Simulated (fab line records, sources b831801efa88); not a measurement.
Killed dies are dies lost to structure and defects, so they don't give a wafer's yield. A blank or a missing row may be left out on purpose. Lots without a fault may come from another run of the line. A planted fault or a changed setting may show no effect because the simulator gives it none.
A struck lot beside a sound one | flow sky130 | 43 steps out of a route of 708
Sound: wafers L936.1, L936.3, L936.6. Struck: wafers L955.2, L955.3, L955.6. The cause comes at the end.
At each step with rows: each side's tool, then ch and its chambers, then its first start. Under that, the readings that differ: sound wafers | struck wafers | difference of the means | sigmas: that difference in standard deviations of wafers without a fault.
alike: readings whose means differ by less than 2 such deviations, and words and numbers that are the same on both sides. not compared: withheld readings, readings that some wafer has no value for, bounds like >300 that may hide the same value, and numbers for which the record gives no deviation and whose values overlap.
The two part at a step that has a row with sigmas, a row that says differs or no value, or rows on one side only. Numbers that don't overlap but have no deviation are shown without sigmas and don't part them. A reading that every wafer of one side lacks parts them only if that side has two wafers or more.

SKY_METAL5_SPUTTER_03: material Ti, target thk 5 nm, time 3.3 s.
  sound on pvd_sputter-01, day 43 00:40; struck on pvd_sputter-03, day 47 23:58
  alike: throttle_valve_pct
SKY_METAL5_SPUTTER_04: material TiN, target thk 70 nm, time 58.3 s.
  sound on pvd_sputter-01, day 43 00:41; struck on pvd_sputter-03, day 47 23:59
  alike: throttle_valve_pct
SKY_METAL5_RS_MEAS_05: measures by four-point-probe.
  sound on film_metro-02, day 43 00:44; struck on film_metro-02, day 48 00:03
  alike: METAL5_ALCU_RS
SKY_METAL5_THK_MEAS_06: measures by xrf.
  sound on film_metro-02, day 43 00:51; struck on film_metro-02, day 48 00:10
  alike: METAL5_ALCU_THK
then, 7 steps without rows for these wafers: SKY_METAL5_DEHYDRATE_07 (time 60 s); SKY_METAL5_HMDS_08 (prime time 60 s); SKY_METAL5_COAT_09 (resist thk 1800 nm); SKY_METAL5_SOFTBAKE_10 (time 60 s); SKY_METAL5_EXPOSE_11 (exposes mask MM5, target cd 1600 nm); SKY_METAL5_PEB_12; SKY_METAL5_DEVELOP_13 (develop time 60 s).
SKY_METAL5_DESCUM_14: chemistry O2, time 11 s.
  sound on rie_metal-04 ch 0, day 43 23:35; struck on rie_metal-04 ch 1, day 48 18:59
  reading               | sound             | struck            | difference | sigmas
  oes_product_au (a.u.) | 0.980 0.976 1.000 | 1.004 1.009 1.019 | +0.025     | +2
  alike: drypump_motor_current_A
  not compared: rf_hours_counter_h
SKY_METAL5_METAL_ETCH_15: etches the open film in Cl2/BCl3, stops on SiO2, target depth 1260 nm, time 252 s.
  sound on rie_metal-04 ch 0, day 43 23:40; struck on rie_metal-04 ch 1, day 48 19:07
  alike: drypump_motor_current_A, mfc_cl2_sccm, oes_product_au, throttle_valve_pct
  not compared: rf_hours_counter_h
then, 4 steps without rows for these wafers: SKY_METAL5_STRIP_16 (strips in O2/N2); SKY_METAL5_STRIP_17 (strips in post etch residue remover, time 1200 s); SKY_METAL5_CLEAN_18 (cleans in IPA, time 180 s); SKY_METAL5_CLEAN_19 (cleans in O3/DIW).
SKY_PASSIVATION_CVD_00: deposits SiO2, target thk 90 nm.
  sound on pecvd-02 ch 0,1, day 44 00:50; struck on pecvd-03 ch 0,1,2, day 48 20:13
  alike: heater_power_outer_w, heater_power_w
SKY_PASSIVATION_THK_MEAS_01:
  sound on film_metro-01, day 44 00:51; struck on film_metro-02, day 48 20:14
  alike: PASSIVATION_CVD_00_THK
then, 1 step without rows for these wafers: SKY_PASSIVATION_CVD_02 (deposits Si3N4, target thk 540 nm).
SKY_PASSIVATION_THK_MEAS_03:
  sound on film_metro-02, day 44 01:08; struck on film_metro-02, day 48 20:32
  alike: PASSIVATION_CVD_02_THK
then, 8 steps without rows for these wafers: SKY_PASSIVATION_DEHYDRATE_04 (time 60 s); SKY_PASSIVATION_HMDS_05 (prime time 60 s); SKY_PASSIVATION_COAT_06 (resist thk 3000 nm); SKY_PASSIVATION_SOFTBAKE_07; SKY_PASSIVATION_EXPOSE_08 (exposes mask NSM, target cd 3000 nm); SKY_PASSIVATION_PEB_09; SKY_PASSIVATION_DEVELOP_10 (develop time 60 s); SKY_PASSIVATION_ETCH_11 (etches the open film in CF4/O2, stops on AlCu, target depth 725 nm, time 161.1 s).
SKY_PASSIVATION_STRIP_12: strips in O2/N2.
  sound on plasma_asher-04 ch 0,1, day 44 22:17; struck on plasma_asher-02 ch 0,1, day 49 14:35
  reading                      | sound             | struck            | difference | sigmas
  strip_time_to_endpoint_s (s) | 31.43 31.26 31.51 | 31.77 31.67 31.82 | +0.35      | +3
  alike: drypump_motor_current_A, oes_product_au
  not compared: rf_hours_counter_h
then, 12 steps without rows for these wafers: SKY_PAD_OPEN_DEHYDRATE_00 (time 60 s); SKY_PAD_OPEN_HMDS_01 (prime time 59.09 s); SKY_PAD_OPEN_COAT_02 (resist thk 3000 nm); SKY_PAD_OPEN_SOFTBAKE_03; SKY_PAD_OPEN_EXPOSE_04 (exposes mask PDM, target cd 60000 nm); SKY_PAD_OPEN_PEB_05; SKY_PAD_OPEN_DEVELOP_06 (develop time 60 s); SKY_PAD_OPEN_ETCH_07 (etches the open film in CF4/O2, stops on AlCu, target depth 725 nm, time 161.1 s); SKY_PAD_OPEN_STRIP_08 (strips in O2/N2); SKY_PAD_OPEN_STRIP_09 (strips in post etch residue remover, time 1200 s); SKY_PAD_OPEN_CLEAN_10 (cleans in IPA, time 180 s); SKY_PAD_OPEN_CLEAN_11 (cleans in O3/DIW).
SKY_PAD_OPEN_PROBE_99:
  sound on prober-02, day 45 22:09; struck on prober-01, day 50 10:19
  reading                               | sound             | struck            | difference | sigmas
  defect_limited_yield (%)              | 82.3 80.1 82.7    | 78.0 76.6 76.6    | -4.6       | -2
  killed_at_M4_up                       | 3 3 5             | 36 34 26          | +28        | +15
  killed_dies                           | 87 98 85          | 108 115 115       | +23        | +2
  sort_bin_5_function (%)               | 10.0 12.8 8.7     | 15.4 13.2 14.4    | +3.8       | +3
  sort_n_pass                           | 405 394 407       | 384 377 377       | -23        | -2
  sort_yield_pct (%)                    | 82.3 80.1 82.7    | 78.0 76.6 76.6    | -4.6       | -2
  model.etest.tester.sort_n_pass        | 405 394 407       | 384 377 377       | -23        |
  model.etest.tester.sort_yield_pct (%) | 82.32 80.08 82.72 | 78.05 76.63 76.63 | -4.60      |
  model.etest.tester.sort_bin_5_pct (%) | 9.959 12.8 8.74   | 15.45 13.21 14.43 | +3.86      |
  alike: killed_at_M0_to_M3, killed_at_contacts, killed_at_front_end, killed_at_other, killed_open, killed_short, sort_bin_3_pad_short, sort_bin_6_memory
  not compared: model.etest.tester.sort_bin_3_pct

WHERE THEY PART
First at SKY_METAL5_DESCUM_14; last, within this record, at SKY_PAD_OPEN_PROBE_99.

WHY: what the simulator had put in
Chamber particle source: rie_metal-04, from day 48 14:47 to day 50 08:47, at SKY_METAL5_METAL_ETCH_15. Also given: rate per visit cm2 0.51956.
